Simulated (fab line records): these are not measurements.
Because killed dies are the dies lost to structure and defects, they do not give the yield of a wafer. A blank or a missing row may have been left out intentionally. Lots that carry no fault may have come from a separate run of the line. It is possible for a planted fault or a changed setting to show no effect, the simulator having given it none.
The tool behind it: which one? ; flow gf180mcu ; 39 wafers from 13 lots sampled at 4 of the route's 602 steps

## WHAT THE GAUGES SHOWED, per wafer
GF_MIM_RS_MEAS_10: the measuring method here is four-point-probe.
lot;measured;on;MIM_ALCU_RS (ohm/sq)
L261;day 24 17:24;film-metro-01;0.1592 0.1592 0.1586
L262;day 24 23:52;film-metro-02;0.1637 0.1626 0.1615
L264;day 25 22:58;film-metro-01;0.1585 0.1617 0.1606
L266;day 26 17:10;film-metro-01;0.1608 0.1624 0.1603
L271;day 27 22:36;film-metro-01;0.1597 0.1618 0.1607
L272;day 28 10:09;film-metro-02;0.1596 0.1587 0.1616
L275;day 29 11:33;film-metro-01;0.1611 0.1598 0.1600
L279;day 30 07:52;film-metro-01;0.1594 0.1594 0.1599
L280;day 30 12:53;film-metro-02;0.1614 0.1620 0.1598
L281;day 30 22:58;film-metro-01;0.1596 0.1588 0.1586
L282;day 31 06:29;film-metro-01;0.1610 0.1594 0.1592
L283;day 31 13:34;film-metro-02;0.1614 0.1605 0.1595
L284;day 31 14:47;film-metro-02;0.1608 0.1615 0.1609

GF_TOP_METAL_RS_MEAS_05: the measuring method here is four-point-probe.
lot;measured;on;TOP_METAL_ALCU_RS (ohm/sq)
L261;day 27 03:10;film-metro-01;0.0323 0.0323 0.0324
L262;day 27 03:32;film-metro-02;0.0320 0.0320 0.0320
L264;day 28 11:12;film-metro-01;0.0325 0.0325 0.0324
L266;day 29 08:19;film-metro-02;0.0330 0.0327 0.0331
L271;day 30 11:31;film-metro-02;0.0329 0.0325 0.0327
L272;day 30 20:40;film-metro-02;0.0330 0.0326 0.0329
L275;day 31 21:39;film-metro-01;0.0330 0.0331 0.0331
L279;day 32 15:50;film-metro-01;0.0325 0.0328 0.0323
L280;day 32 22:11;film-metro-02;0.0328 0.0326 0.0331
L281;day 33 04:57;film-metro-03;0.0328 0.0329 0.0329
L282;day 33 13:02;film-metro-02;0.0329 0.0330 0.0329
L283;day 33 19:11;film-metro-02;0.0324 0.0327 0.0323
L284;day 33 19:52;film-metro-03;0.0321 0.0324 0.0325

## WHICH TOOL RAN EACH LOT (tool, then ch and the chambers of the sampled wafers, then the start)
lot;GF_M3_SPUTTER_03;GF_V5_SPUTTER_21
L261;pvd-sputter-02, day 20 12:54;pvd-sputter-03, day 27 02:14
L262;pvd-sputter-04, day 20 21:47;pvd-sputter-04, day 27 02:35
L264;pvd-sputter-01, day 21 10:21;pvd-sputter-03, day 28 10:17
L266;pvd-sputter-02, day 22 07:48;pvd-sputter-03, day 29 07:25
L271;pvd-sputter-01, day 24 00:23;pvd-sputter-02, day 30 10:15
L272;pvd-sputter-04, day 24 10:16;pvd-sputter-04, day 30 19:43
L275;pvd-sputter-02, day 26 00:12;pvd-sputter-04, day 31 20:43
L279;pvd-sputter-02, day 26 20:44;pvd-sputter-03, day 32 14:55
L280;pvd-sputter-04, day 27 01:38;pvd-sputter-02, day 32 21:05
L281;pvd-sputter-02, day 27 13:08;pvd-sputter-04, day 33 03:53
L282;pvd-sputter-04, day 27 19:43;pvd-sputter-02, day 33 12:07
L283;pvd-sputter-04, day 28 03:53;pvd-sputter-03, day 33 18:16
L284;pvd-sputter-02, day 28 05:43;pvd-sputter-02, day 33 18:55
- GF_M3_SPUTTER_03: material Ti, target thk 10 nm, time 6.7 s.
- GF_V5_SPUTTER_21: material Ti, target thk 15 nm, time 80.02 s.

## AS READ BY THE TOOLS THEMSELVES (means over the sampled wafers that have a number; for cases with no such wafer, the mark the record gives instead)
GF_M3_SPUTTER_03.
lot;tool;throttle-valve-pct (%)
L261;pvd-sputter-02;29.6
L262;pvd-sputter-04;29.1
L264;pvd-sputter-01;30.8
L266;pvd-sputter-02;29.8
L271;pvd-sputter-01;30.0
L272;pvd-sputter-04;29.1
L275;pvd-sputter-02;30.0
L279;pvd-sputter-02;29.4
L280;pvd-sputter-04;29.4
L281;pvd-sputter-02;29.7
L282;pvd-sputter-04;29.3
L283;pvd-sputter-04;29.3
L284;pvd-sputter-02;30.4

GF_V5_SPUTTER_21.
lot;tool;throttle-valve-pct (%)
L261;pvd-sputter-03;30.4
L262;pvd-sputter-04;29.4
L264;pvd-sputter-03;30.4
L266;pvd-sputter-03;29.6
L271;pvd-sputter-02;29.3
L272;pvd-sputter-04;29.1
L275;pvd-sputter-04;29.2
L279;pvd-sputter-03;29.9
L280;pvd-sputter-02;30.1
L281;pvd-sputter-04;29.5
L282;pvd-sputter-02;29.7
L283;pvd-sputter-03;29.4
L284;pvd-sputter-02;29.6

## THE ANSWER, worked out from the rows above alone
Rule: the usual values come from the lots themselves. Put in order of their means at a reading, lots are off if they are a third of the lots or fewer, leave a main group of 4 or more, and stand apart from it by a gap of 3 or more times the standard deviation of the main group's means; of several such gaps the widest counts. A main group is skipped when, at the precision printed for the reading in the tables above, its means are all equal. A lot without any number at a reading at which 4 lots or more have one is off too. The other lots that the step has rows for count as sound. The gauges are gone through in route order, then the tools' own readings, and for those a lot's mean is taken as printed above. The first step at which some lot is off is used, and at that step the reading that is off furthest; a lot without a number counts as furthest.
Across all readings shown, no lot is off: no conclusion can be drawn from this.

## WHAT WAS PUT IN BY THE SIMULATOR
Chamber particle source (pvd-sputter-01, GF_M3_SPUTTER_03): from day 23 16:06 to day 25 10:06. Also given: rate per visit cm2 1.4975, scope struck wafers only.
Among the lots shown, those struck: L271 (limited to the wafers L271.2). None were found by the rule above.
